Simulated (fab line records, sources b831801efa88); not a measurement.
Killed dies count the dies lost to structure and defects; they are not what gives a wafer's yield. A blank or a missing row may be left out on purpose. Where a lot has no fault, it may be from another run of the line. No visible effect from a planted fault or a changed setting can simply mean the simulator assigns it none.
fab line records :: flow sky130
record:
  lots: 13
  wafers: 39
  last-day: 49
route steps=708 shown PWDE@49 VT_ADJUST_HVTP@93 VT_ADJUST_PCH@150 LDD_LDN@301
lots that met no fault: taken from a fault-free run of the same line
start-h: start of the lot's first displayed wafer, in hours after the record's first day :: wait-h: hours since the lot's step before :: " unchanged from the row above :: L1.1+2: a row that stands for several wafers :: - no value, or no start given :: * or withheld: withheld :: < > ~ a bound
route shown NAME@n: names a module that has steps shown in the file, with the first one's number in the route :: usual: mean and standard deviation over wafers with no fault :: same: alike in all rows :: chamber/n: place in a boat :: sites: readings site by site :: _std_site: the values' standard deviation :: _edge_site: inner sites' mean taken away from outer sites' mean :: radius-mm: for every site, how far away it sits from the centre of the wafer :: mask NAME#n: copy n :: behind: the tool/chamber that last shaped the wafer :: hold: reason for holding the lot/hours on hold/outcome of the hold :: device: which transistor (n, p or np) failed to switch :: end of line: at the end of the route, the tests of the same wafers :: a step with no rows: only its recipe :: killed: at the first sort, the dies lost to defects and structure; wafer yield is something else :: map: dies across one wafer; x = killed, . = not, _ = none there
set.NAME: the setting that was run; set.NAME@STEP: the one run at that earlier step :: model.NAME: the simulator's own value behind a step, which no gauge read
a sample of lots followed through the steps of the route, with each step as a table and each wafer as a row
services: a tool's chamber out of use, with start hour (start-h, from the record's first day; less than 0 if before it), hours out, and reason
== steps ==
step: SKY_PWDE_EXPOSE_04
recipe:
  mask-id: PWDEM
  na: 0.6
  source-shape: conventional
  sigma-outer: 0.6
  polarization: unpolarized
  target-cd-nm: 840
  dose-mj: 214
lot.wafer: L763.1+3+5
tool: iline-stepper-02
chamber: 0
start-h: 58.66
wait-h: -
mask: PWDEM#0

lot.wafer: L765.1+3+5
tool: iline-stepper-01
chamber: 0
start-h: 71.77
wait-h: -
mask: PWDEM#0

lot.wafer: L766.2+3+5
tool: iline-stepper-01
chamber: 0
start-h: 78.29
wait-h: -
mask: PWDEM#0

lot.wafer: L767.2+3+4
tool: iline-stepper-01
chamber: 0
start-h: 82.49
wait-h: -
mask: PWDEM#0

lot.wafer: L768.2+5+6
tool: iline-stepper-02
chamber: 0
start-h: 88.05
wait-h: -
mask: PWDEM#0

lot.wafer: L770.2+3+4
tool: iline-stepper-02
chamber: 0
start-h: 104.08
wait-h: -
mask: PWDEM#0

lot.wafer: L771.2+4+5
tool: iline-stepper-02
chamber: 0
start-h: 104.20
wait-h: -
mask: PWDEM#0

lot.wafer: L773.3+4+6
tool: iline-stepper-01
chamber: 0
start-h: 114.73
wait-h: -
mask: PWDEM#0

lot.wafer: L775.1+4+5
tool: iline-stepper-02
chamber: 0
start-h: 127.81
wait-h: -
mask: PWDEM#0

lot.wafer: L776.2+4+6
tool: iline-stepper-01
chamber: 0
start-h: 136.30
wait-h: -
mask: PWDEM#0

lot.wafer: L777.3+4+6
tool: iline-stepper-02
chamber: 0
start-h: 138.50
wait-h: -
mask: PWDEM#0

lot.wafer: L778.2+3+5
tool: iline-stepper-02
chamber: 0
start-h: 143.22
wait-h: -
mask: PWDEM_R1#0

lot.wafer: L780.1+4+5
tool: iline-stepper-02
chamber: 0
start-h: 154.63
wait-h: -
mask: PWDEM#0
step: SKY_VT_ADJUST_HVTP_OVL_MEAS_08
usual:
  VT_ADJUST_HVTP_OVL: -1.1/1.1
lot.wafer: L763.1
tool: overlay-01
chamber: -
start-h: 117.48
wait-h: 0.1
VT_ADJUST_HVTP_OVL[nm]: -2.9

lot.wafer: L763.3
tool: overlay-01
chamber: -
start-h: 117.48
wait-h: 0.1
VT_ADJUST_HVTP_OVL[nm]: -2.0

lot.wafer: L763.5
tool: overlay-01
chamber: -
start-h: 117.48
wait-h: 0.1
VT_ADJUST_HVTP_OVL[nm]: -1.4

lot.wafer: L765.1
tool: overlay-01
chamber: -
start-h: 134.49
wait-h: 0.1
VT_ADJUST_HVTP_OVL[nm]: -1.2

lot.wafer: L765.3
tool: overlay-01
chamber: -
start-h: 134.49
wait-h: 0.1
VT_ADJUST_HVTP_OVL[nm]: -1.3

lot.wafer: L765.5
tool: overlay-01
chamber: -
start-h: 134.49
wait-h: 0.1
VT_ADJUST_HVTP_OVL[nm]: -2.5

lot.wafer: L766.2
tool: overlay-02
chamber: -
start-h: 141.80
wait-h: 0.1
VT_ADJUST_HVTP_OVL[nm]: -1.4

lot.wafer: L766.3
tool: overlay-02
chamber: -
start-h: 141.80
wait-h: 0.1
VT_ADJUST_HVTP_OVL[nm]: -0.4

lot.wafer: L766.5
tool: overlay-02
chamber: -
start-h: 141.80
wait-h: 0.1
VT_ADJUST_HVTP_OVL[nm]: -0.8

lot.wafer: L767.2
tool: overlay-01
chamber: -
start-h: 146.91
wait-h: 0.1
VT_ADJUST_HVTP_OVL[nm]: 1.4

lot.wafer: L767.3
tool: overlay-01
chamber: -
start-h: 146.91
wait-h: 0.1
VT_ADJUST_HVTP_OVL[nm]: 0.3

lot.wafer: L767.4
tool: overlay-01
chamber: -
start-h: 146.91
wait-h: 0.1
VT_ADJUST_HVTP_OVL[nm]: -0.9

lot.wafer: L768.2
tool: overlay-02
chamber: -
start-h: 154.39
wait-h: 0.1
VT_ADJUST_HVTP_OVL[nm]: -2.6

lot.wafer: L768.5
tool: overlay-02
chamber: -
start-h: 154.39
wait-h: 0.1
VT_ADJUST_HVTP_OVL[nm]: -2.5

lot.wafer: L768.6
tool: overlay-02
chamber: -
start-h: 154.39
wait-h: 0.1
VT_ADJUST_HVTP_OVL[nm]: -3.6

lot.wafer: L770.2
tool: overlay-01
chamber: -
start-h: 171.94
wait-h: 0.1
VT_ADJUST_HVTP_OVL[nm]: -0.8

lot.wafer: L770.3
tool: overlay-01
chamber: -
start-h: 171.94
wait-h: 0.1
VT_ADJUST_HVTP_OVL[nm]: -0.3

lot.wafer: L770.4
tool: overlay-01
chamber: -
start-h: 171.94
wait-h: 0.1
VT_ADJUST_HVTP_OVL[nm]: -1.1

lot.wafer: L771.2
tool: overlay-02
chamber: -
start-h: 172.66
wait-h: 0.1
VT_ADJUST_HVTP_OVL[nm]: -1.6

lot.wafer: L771.4
tool: overlay-02
chamber: -
start-h: 172.66
wait-h: 0.1
VT_ADJUST_HVTP_OVL[nm]: -0.6

lot.wafer: L771.5
tool: overlay-02
chamber: -
start-h: 172.66
wait-h: 0.1
VT_ADJUST_HVTP_OVL[nm]: -0.9

lot.wafer: L773.3
tool: overlay-02
chamber: -
start-h: 185.07
wait-h: 0.1
VT_ADJUST_HVTP_OVL[nm]: -2.5

lot.wafer: L773.4
tool: overlay-02
chamber: -
start-h: 185.07
wait-h: 0.1
VT_ADJUST_HVTP_OVL[nm]: -0.4

lot.wafer: L773.6
tool: overlay-02
chamber: -
start-h: 185.07
wait-h: 0.1
VT_ADJUST_HVTP_OVL[nm]: -1.1

lot.wafer: L775.1
tool: overlay-02
chamber: -
start-h: 201.08
wait-h: 0.1
VT_ADJUST_HVTP_OVL[nm]: -3.0

lot.wafer: L775.4
tool: overlay-02
chamber: -
start-h: 201.08
wait-h: 0.1
VT_ADJUST_HVTP_OVL[nm]: -2.4

lot.wafer: L775.5
tool: overlay-02
chamber: -
start-h: 201.08
wait-h: 0.1
VT_ADJUST_HVTP_OVL[nm]: 0.0

lot.wafer: L776.2
tool: overlay-01
chamber: -
start-h: 210.36
wait-h: 0.1
VT_ADJUST_HVTP_OVL[nm]: -1.7

lot.wafer: L776.4
tool: overlay-01
chamber: -
start-h: 210.36
wait-h: 0.1
VT_ADJUST_HVTP_OVL[nm]: -3.1

lot.wafer: L776.6
tool: overlay-01
chamber: -
start-h: 210.36
wait-h: 0.1
VT_ADJUST_HVTP_OVL[nm]: -2.4

lot.wafer: L777.3
tool: overlay-02
chamber: -
start-h: 213.00
wait-h: 0.1
VT_ADJUST_HVTP_OVL[nm]: -4.2

lot.wafer: L777.4
tool: overlay-02
chamber: -
start-h: 213.00
wait-h: 0.1
VT_ADJUST_HVTP_OVL[nm]: -2.3

lot.wafer: L777.6
tool: overlay-02
chamber: -
start-h: 213.00
wait-h: 0.1
VT_ADJUST_HVTP_OVL[nm]: -0.9

lot.wafer: L778.2
tool: overlay-02
chamber: -
start-h: 217.75
wait-h: 0.1
VT_ADJUST_HVTP_OVL[nm]: -2.4

lot.wafer: L778.3
tool: overlay-02
chamber: -
start-h: 217.75
wait-h: 0.1
VT_ADJUST_HVTP_OVL[nm]: -2.9

lot.wafer: L778.5
tool: overlay-02
chamber: -
start-h: 217.75
wait-h: 0.1
VT_ADJUST_HVTP_OVL[nm]: -0.3

lot.wafer: L780.1
tool: overlay-02
chamber: -
start-h: 232.50
wait-h: 0.1
VT_ADJUST_HVTP_OVL[nm]: -1.7

lot.wafer: L780.4
tool: overlay-02
chamber: -
start-h: 232.50
wait-h: 0.1
VT_ADJUST_HVTP_OVL[nm]: -0.5

lot.wafer: L780.5
tool: overlay-02
chamber: -
start-h: 232.50
wait-h: 0.1
VT_ADJUST_HVTP_OVL[nm]: -0.8
step: SKY_VT_ADJUST_PCH_OVL_MEAS_07
usual:
  VT_ADJUST_PCH_OVL: -0.2/1.6
lot.wafer: L763.1
tool: overlay-01
chamber: -
start-h: 222.16
wait-h: -
VT_ADJUST_PCH_OVL[nm]: -1.5

lot.wafer: L763.3
tool: overlay-01
chamber: -
start-h: 222.16
wait-h: -
VT_ADJUST_PCH_OVL[nm]: -1.1

lot.wafer: L763.5
tool: overlay-01
chamber: -
start-h: 222.16
wait-h: -
VT_ADJUST_PCH_OVL[nm]: -0.5

lot.wafer: L765.1
tool: overlay-01
chamber: -
start-h: 243.31
wait-h: -
VT_ADJUST_PCH_OVL[nm]: -0.1

lot.wafer: L765.3
tool: overlay-01
chamber: -
start-h: 243.31
wait-h: -
VT_ADJUST_PCH_OVL[nm]: -0.5

lot.wafer: L765.5
tool: overlay-01
chamber: -
start-h: 243.31
wait-h: -
VT_ADJUST_PCH_OVL[nm]: -1.7

lot.wafer: L766.2
tool: overlay-02
chamber: -
start-h: 251.03
wait-h: -
VT_ADJUST_PCH_OVL[nm]: -0.9

lot.wafer: L766.3
tool: overlay-02
chamber: -
start-h: 251.03
wait-h: -
VT_ADJUST_PCH_OVL[nm]: -2.4

lot.wafer: L766.5
tool: overlay-02
chamber: -
start-h: 251.03
wait-h: -
VT_ADJUST_PCH_OVL[nm]: -1.1

lot.wafer: L767.2
tool: overlay-02
chamber: -
start-h: 257.62
wait-h: -
VT_ADJUST_PCH_OVL[nm]: 3.8

lot.wafer: L767.3
tool: overlay-02
chamber: -
start-h: 257.62
wait-h: -
VT_ADJUST_PCH_OVL[nm]: 0.6

lot.wafer: L767.4
tool: overlay-02
chamber: -
start-h: 257.62
wait-h: -
VT_ADJUST_PCH_OVL[nm]: 0.8

lot.wafer: L768.2
tool: overlay-02
chamber: -
start-h: 266.83
wait-h: -
VT_ADJUST_PCH_OVL[nm]: -0.9

lot.wafer: L768.5
tool: overlay-02
chamber: -
start-h: 266.83
wait-h: -
VT_ADJUST_PCH_OVL[nm]: -0.5

lot.wafer: L768.6
tool: overlay-02
chamber: -
start-h: 266.83
wait-h: -
VT_ADJUST_PCH_OVL[nm]: 0.9

lot.wafer: L770.2
tool: overlay-02
chamber: -
start-h: 285.54
wait-h: -
VT_ADJUST_PCH_OVL[nm]: -3.5

lot.wafer: L770.3
tool: overlay-02
chamber: -
start-h: 285.54
wait-h: -
VT_ADJUST_PCH_OVL[nm]: 0.7

lot.wafer: L770.4
tool: overlay-02
chamber: -
start-h: 285.54
wait-h: -
VT_ADJUST_PCH_OVL[nm]: -1.8

lot.wafer: L771.2
tool: overlay-01
chamber: -
start-h: 285.73
wait-h: -
VT_ADJUST_PCH_OVL[nm]: 0.3

lot.wafer: L771.4
tool: overlay-01
chamber: -
start-h: 285.73
wait-h: -
VT_ADJUST_PCH_OVL[nm]: 0.1

lot.wafer: L771.5
tool: overlay-01
chamber: -
start-h: 285.73
wait-h: -
VT_ADJUST_PCH_OVL[nm]: -1.8

lot.wafer: L773.3
tool: overlay-01
chamber: -
start-h: 301.32
wait-h: -
VT_ADJUST_PCH_OVL[nm]: 1.0

lot.wafer: L773.4
tool: overlay-01
chamber: -
start-h: 301.32
wait-h: -
VT_ADJUST_PCH_OVL[nm]: 2.2

lot.wafer: L773.6
tool: overlay-01
chamber: -
start-h: 301.32
wait-h: -
VT_ADJUST_PCH_OVL[nm]: 2.5

lot.wafer: L775.1
tool: overlay-02
chamber: -
start-h: 319.73
wait-h: -
VT_ADJUST_PCH_OVL[nm]: -2.9

lot.wafer: L775.4
tool: overlay-02
chamber: -
start-h: 319.73
wait-h: -
VT_ADJUST_PCH_OVL[nm]: -2.2

lot.wafer: L775.5
tool: overlay-02
chamber: -
start-h: 319.73
wait-h: -
VT_ADJUST_PCH_OVL[nm]: 0.5

lot.wafer: L776.2
tool: overlay-01
chamber: -
start-h: 330.08
wait-h: -
VT_ADJUST_PCH_OVL[nm]: 0.8

lot.wafer: L776.4
tool: overlay-01
chamber: -
start-h: 330.08
wait-h: -
VT_ADJUST_PCH_OVL[nm]: -1.5

lot.wafer: L776.6
tool: overlay-01
chamber: -
start-h: 330.08
wait-h: -
VT_ADJUST_PCH_OVL[nm]: 1.1

lot.wafer: L777.3
tool: overlay-01
chamber: -
start-h: 333.10
wait-h: -
VT_ADJUST_PCH_OVL[nm]: 2.3

lot.wafer: L777.4
tool: overlay-01
chamber: -
start-h: 333.10
wait-h: -
VT_ADJUST_PCH_OVL[nm]: 0.5

lot.wafer: L777.6
tool: overlay-01
chamber: -
start-h: 333.10
wait-h: -
VT_ADJUST_PCH_OVL[nm]: 4.1

lot.wafer: L778.2
tool: overlay-01
chamber: -
start-h: 339.53
wait-h: -
VT_ADJUST_PCH_OVL[nm]: 0.9

lot.wafer: L778.3
tool: overlay-01
chamber: -
start-h: 339.53
wait-h: -
VT_ADJUST_PCH_OVL[nm]: 1.8

lot.wafer: L778.5
tool: overlay-01
chamber: -
start-h: 339.53
wait-h: -
VT_ADJUST_PCH_OVL[nm]: 0.7

lot.wafer: L780.1
tool: overlay-02
chamber: -
start-h: 357.22
wait-h: -
VT_ADJUST_PCH_OVL[nm]: 0.3

lot.wafer: L780.4
tool: overlay-02
chamber: -
start-h: 357.22
wait-h: -
VT_ADJUST_PCH_OVL[nm]: -2.5

lot.wafer: L780.5
tool: overlay-02
chamber: -
start-h: 357.22
wait-h: -
VT_ADJUST_PCH_OVL[nm]: -0.5
step: SKY_LDD_LDN_STRIP_12
recipe:
  chemistry: O2/N2
  power-w: 1400
  pressure-mtorr: 1500
  platen-temp-c: withheld
  o2-flow-sccm: 3000
  n2-flow-sccm: 300
  overash-fraction: 0.5
usual:
  drypump-motor-current-A: 5.9/0.57
  oes-product-au: 0.715/0.0044
  strip-time-to-endpoint-s: 14.20/0.037
lot.wafer: L763.1
tool: plasma-asher-04
chamber: 1
start-h: 533.52
wait-h: 0.1
drypump-motor-current-A: 6.7
oes-product-au: 0.712
rf-hours-counter-h: 11
strip-time-to-endpoint-s: 14.18

lot.wafer: L763.3
tool: plasma-asher-04
chamber: 1
start-h: 533.52
wait-h: 0.1
drypump-motor-current-A: 6.7
oes-product-au: 0.720
rf-hours-counter-h: -
strip-time-to-endpoint-s: 14.13

lot.wafer: L763.5
tool: plasma-asher-04
chamber: 0
start-h: 533.52
wait-h: 0.1
drypump-motor-current-A: 5.2
oes-product-au: 0.710
rf-hours-counter-h: -
strip-time-to-endpoint-s: 14.15

lot.wafer: L765.1
tool: plasma-asher-03
chamber: 0
start-h: 553.42
wait-h: 0.1
drypump-motor-current-A: 6.2
oes-product-au: 0.712
rf-hours-counter-h: 41
strip-time-to-endpoint-s: 14.20

lot.wafer: L765.3
tool: plasma-asher-03
chamber: 0
start-h: 553.42
wait-h: 0.1
drypump-motor-current-A: 6.2
oes-product-au: 0.718
rf-hours-counter-h: -
strip-time-to-endpoint-s: 14.22

lot.wafer: L765.5
tool: plasma-asher-03
chamber: 0
start-h: 553.42
wait-h: 0.1
drypump-motor-current-A: 6.2
oes-product-au: 0.710
rf-hours-counter-h: -
strip-time-to-endpoint-s: 14.22

lot.wafer: L767.2
tool: plasma-asher-03
chamber: 1
start-h: 564.18
wait-h: 0.1
drypump-motor-current-A: 5.3
oes-product-au: 0.724
rf-hours-counter-h: 42
strip-time-to-endpoint-s: 14.12

lot.wafer: L767.3
tool: plasma-asher-03
chamber: 0
start-h: 564.18
wait-h: 0.1
drypump-motor-current-A: 6.2
oes-product-au: 0.718
rf-hours-counter-h: -
strip-time-to-endpoint-s: 14.12

lot.wafer: L767.4
tool: plasma-asher-03
chamber: 1
start-h: 564.18
wait-h: 0.1
drypump-motor-current-A: 5.3
oes-product-au: 0.712
rf-hours-counter-h: -
strip-time-to-endpoint-s: 14.12

lot.wafer: L766.2
tool: plasma-asher-04
chamber: 0
start-h: 566.77
wait-h: 0.1
drypump-motor-current-A: 5.2
oes-product-au: 0.717
rf-hours-counter-h: 14
strip-time-to-endpoint-s: 14.12

lot.wafer: L766.3
tool: plasma-asher-04
chamber: 0
start-h: 566.77
wait-h: 0.1
drypump-motor-current-A: 5.2
oes-product-au: 0.704
rf-hours-counter-h: -
strip-time-to-endpoint-s: 14.17

lot.wafer: L766.5
tool: plasma-asher-04
chamber: 1
start-h: 566.77
wait-h: 0.1
drypump-motor-current-A: 6.7
oes-product-au: 0.719
rf-hours-counter-h: -
strip-time-to-endpoint-s: 14.17

lot.wafer: L768.2
tool: plasma-asher-03
chamber: 0
start-h: 571.87
wait-h: 0.1
drypump-motor-current-A: 6.2
oes-product-au: 0.717
rf-hours-counter-h: 43
strip-time-to-endpoint-s: 14.19

lot.wafer: L768.5
tool: plasma-asher-03
chamber: 1
start-h: 571.87
wait-h: 0.1
drypump-motor-current-A: 5.3
oes-product-au: 0.724
rf-hours-counter-h: -
strip-time-to-endpoint-s: 14.16

lot.wafer: L768.6
tool: plasma-asher-03
chamber: 0
start-h: 571.87
wait-h: 0.1
drypump-motor-current-A: 6.2
oes-product-au: 0.720
rf-hours-counter-h: -
strip-time-to-endpoint-s: 14.17

lot.wafer: L770.2
tool: plasma-asher-04
chamber: 1
start-h: 598.67
wait-h: 0.1
drypump-motor-current-A: 6.7
oes-product-au: 0.712
rf-hours-counter-h: 17
strip-time-to-endpoint-s: 14.22

lot.wafer: L770.3
tool: plasma-asher-04
chamber: 1
start-h: 598.67
wait-h: 0.1
drypump-motor-current-A: 6.7
oes-product-au: 0.706
rf-hours-counter-h: -
strip-time-to-endpoint-s: 14.18

lot.wafer: L770.4
tool: plasma-asher-04
chamber: 0
start-h: 598.67
wait-h: 0.1
drypump-motor-current-A: 5.1
oes-product-au: 0.722
rf-hours-counter-h: -
strip-time-to-endpoint-s: 14.19

lot.wafer: L771.2
tool: plasma-asher-04
chamber: 1
start-h: 599.95
wait-h: 0.1
drypump-motor-current-A: 6.7
oes-product-au: 0.710
rf-hours-counter-h: 18
strip-time-to-endpoint-s: 14.13

lot.wafer: L771.4
tool: plasma-asher-04
chamber: 1
start-h: 599.95
wait-h: 0.1
drypump-motor-current-A: 6.7
oes-product-au: 0.709
rf-hours-counter-h: -
strip-time-to-endpoint-s: 14.09

lot.wafer: L771.5
tool: plasma-asher-04
chamber: 0
start-h: 599.95
wait-h: 0.1
drypump-motor-current-A: 5.1
oes-product-au: 0.715
rf-hours-counter-h: -
strip-time-to-endpoint-s: 14.18

lot.wafer: L773.3
tool: plasma-asher-02
chamber: 0
start-h: 616.22
wait-h: 0.1
drypump-motor-current-A: 5.8
oes-product-au: 0.718
rf-hours-counter-h: -
strip-time-to-endpoint-s: 14.24

lot.wafer: L773.4
tool: plasma-asher-02
chamber: 1
start-h: 616.22
wait-h: 0.1
drypump-motor-current-A: 6.5
oes-product-au: 0.716
rf-hours-counter-h: -
strip-time-to-endpoint-s: 14.19

lot.wafer: L773.6
tool: plasma-asher-02
chamber: 0
start-h: 616.22
wait-h: 0.1
drypump-motor-current-A: 5.8
oes-product-au: 0.721
rf-hours-counter-h: -
strip-time-to-endpoint-s: 14.22

lot.wafer: L775.1
tool: plasma-asher-02
chamber: 0
start-h: 632.32
wait-h: 0.1
drypump-motor-current-A: 5.8
oes-product-au: 0.715
rf-hours-counter-h: 79
strip-time-to-endpoint-s: 14.22

lot.wafer: L775.4
tool: plasma-asher-02
chamber: 1
start-h: 632.32
wait-h: 0.1
drypump-motor-current-A: 6.4
oes-product-au: 0.717
rf-hours-counter-h: -
strip-time-to-endpoint-s: 14.21

lot.wafer: L775.5
tool: plasma-asher-02
chamber: 0
start-h: 632.32
wait-h: 0.1
drypump-motor-current-A: 5.8
oes-product-au: 0.719
rf-hours-counter-h: -
strip-time-to-endpoint-s: 14.20

lot.wafer: L776.2
tool: plasma-asher-03
chamber: 0
start-h: 642.32
wait-h: 0.1
drypump-motor-current-A: 6.2
oes-product-au: 0.715
rf-hours-counter-h: 50
strip-time-to-endpoint-s: 14.15

lot.wafer: L776.4
tool: plasma-asher-03
chamber: 0
start-h: 642.32
wait-h: 0.1
drypump-motor-current-A: 6.2
oes-product-au: 0.713
rf-hours-counter-h: -
strip-time-to-endpoint-s: 14.20

lot.wafer: L776.6
tool: plasma-asher-03
chamber: 1
start-h: 642.32
wait-h: 0.1
drypump-motor-current-A: 5.3
oes-product-au: 0.716
rf-hours-counter-h: -
strip-time-to-endpoint-s: 14.23

lot.wafer: L777.3
tool: plasma-asher-02
chamber: 1
start-h: 646.09
wait-h: 0.1
drypump-motor-current-A: 6.5
oes-product-au: 0.712
rf-hours-counter-h: -
strip-time-to-endpoint-s: 14.23

lot.wafer: L777.4
tool: plasma-asher-02
chamber: 0
start-h: 646.09
wait-h: 0.1
drypump-motor-current-A: 5.8
oes-product-au: 0.713
rf-hours-counter-h: -
strip-time-to-endpoint-s: 14.22

lot.wafer: L777.6
tool: plasma-asher-02
chamber: 1
start-h: 646.09
wait-h: 0.1
drypump-motor-current-A: 6.5
oes-product-au: 0.711
rf-hours-counter-h: -
strip-time-to-endpoint-s: 14.23

lot.wafer: L778.2
tool: plasma-asher-03
chamber: 1
start-h: 654.70
wait-h: 0.1
drypump-motor-current-A: 5.3
oes-product-au: 0.711
rf-hours-counter-h: 51
strip-time-to-endpoint-s: 14.19

lot.wafer: L778.3
tool: plasma-asher-03
chamber: 0
start-h: 654.70
wait-h: 0.1
drypump-motor-current-A: 6.2
oes-product-au: 0.713
rf-hours-counter-h: -
strip-time-to-endpoint-s: 14.19

lot.wafer: L778.5
tool: plasma-asher-03
chamber: 0
start-h: 654.70
wait-h: 0.1
drypump-motor-current-A: 6.2
oes-product-au: 0.713
rf-hours-counter-h: -
strip-time-to-endpoint-s: 14.19

lot.wafer: L780.1
tool: plasma-asher-03
chamber: 1
start-h: 672.12
wait-h: 0.1
drypump-motor-current-A: 5.3
oes-product-au: 0.722
rf-hours-counter-h: 53
strip-time-to-endpoint-s: 14.13

lot.wafer: L780.4
tool: plasma-asher-03
chamber: 1
start-h: 672.12
wait-h: 0.1
drypump-motor-current-A: 5.3
oes-product-au: 0.716
rf-hours-counter-h: -
strip-time-to-endpoint-s: 14.18

lot.wafer: L780.5
tool: plasma-asher-03
chamber: 0
start-h: 672.12
wait-h: 0.1
drypump-motor-current-A: 6.2
oes-product-au: 0.723
rf-hours-counter-h: -
strip-time-to-endpoint-s: 14.17
== services ==
tool: iline-stepper-02
chamber: -
start-h: 42.84
hours: 15.4
kind: repair

tool: plasma-asher-03
chamber: -
start-h: 92.47
hours: 28.1
kind: pm

tool: iline-stepper-01
chamber: -
start-h: 99.54
hours: 1.7
kind: pm

tool: plasma-asher-03
chamber: -
start-h: 120.57
hours: 9.0
kind: pm

tool: iline-stepper-02
chamber: -
start-h: 160.63
hours: 1.7
kind: pm

tool: iline-stepper-02
chamber: -
start-h: 172.99
hours: 20.2
kind: repair

tool: iline-stepper-02
chamber: -
start-h: 201.32
hours: 4.4
kind: pm

tool: iline-stepper-01
chamber: -
start-h: 273.85
hours: 28.9
kind: pm

tool: iline-stepper-02
chamber: -
start-h: 311.02
hours: 0.5
kind: repair

tool: iline-stepper-01
chamber: -
start-h: 317.72
hours: 1.7
kind: pm

tool: plasma-asher-03
chamber: -
start-h: 341.65
hours: 12.0
kind: pm

tool: plasma-asher-03
chamber: -
start-h: 369.51
hours: 2.8
kind: pm

tool: plasma-asher-03
chamber: -
start-h: 387.93
hours: 0.8
kind: repair

tool: plasma-asher-04
chamber: -
start-h: 393.71
hours: 28.1
kind: pm

tool: iline-stepper-02
chamber: -
start-h: 401.54
hours: 2.1
kind: pm

tool: plasma-asher-04
chamber: -
start-h: 421.81
hours: 9.0
kind: pm

tool: iline-stepper-01
chamber: -
start-h: 452.17
hours: 2.1
kind: pm

tool: plasma-asher-03
chamber: -
start-h: 454.38
hours: 14.6
kind: pm

tool: plasma-asher-04
chamber: -
start-h: 470.35
hours: 1.4
kind: repair

tool: iline-stepper-01
chamber: -
start-h: 474.84
hours: 6.6
kind: repair

tool: iline-stepper-01
chamber: -
start-h: 535.95
hours: 1.7
kind: pm

tool: iline-stepper-02
chamber: -
start-h: 592.13
hours: 23.2
kind: repair

tool: iline-stepper-02
chamber: -
start-h: 615.33
hours: 1.7
kind: pm

tool: iline-stepper-02
chamber: -
start-h: 630.13
hours: 10.6
kind: repair
== key ==
first-sign:
  step: SKY_PWDE_EXPOSE_04
  reading: mask
  direction: changed
effect none on later readings
met-at SKY_PWDE_EXPOSE_04
struck-lots L778
sort-left-out L778.2,L778.3,L778.5
tester-left-out L778
not-acting-at SKY_VT_ADJUST_HVTP_OVL_MEAS_08,SKY_VT_ADJUST_PCH_OVL_MEAS_07,SKY_LDD_LDN_STRIP_12
onset-between 138.50 143.22
fault:
  kind: wrong-mask
  tool: any
  chamber: -
  onset-h: 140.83
  steps: SKY_PWDE_EXPOSE_04
  aux-copy: PWDEM_R1#0
  cd-offset-nm: 126
  scope: struck-lots-only
tester-left-out: of these lots the tester's yield and bins aren't shown, on N5 and GAA mostly nor the transistor test; their killed dies are dies lost to structure and defects alone, not to doping, threshold or leakage, so they don't give the yield
sort-left-out: the simulated sort isn't trusted on such a fault, so these wafers' sort isn't shown, and their yield isn't known
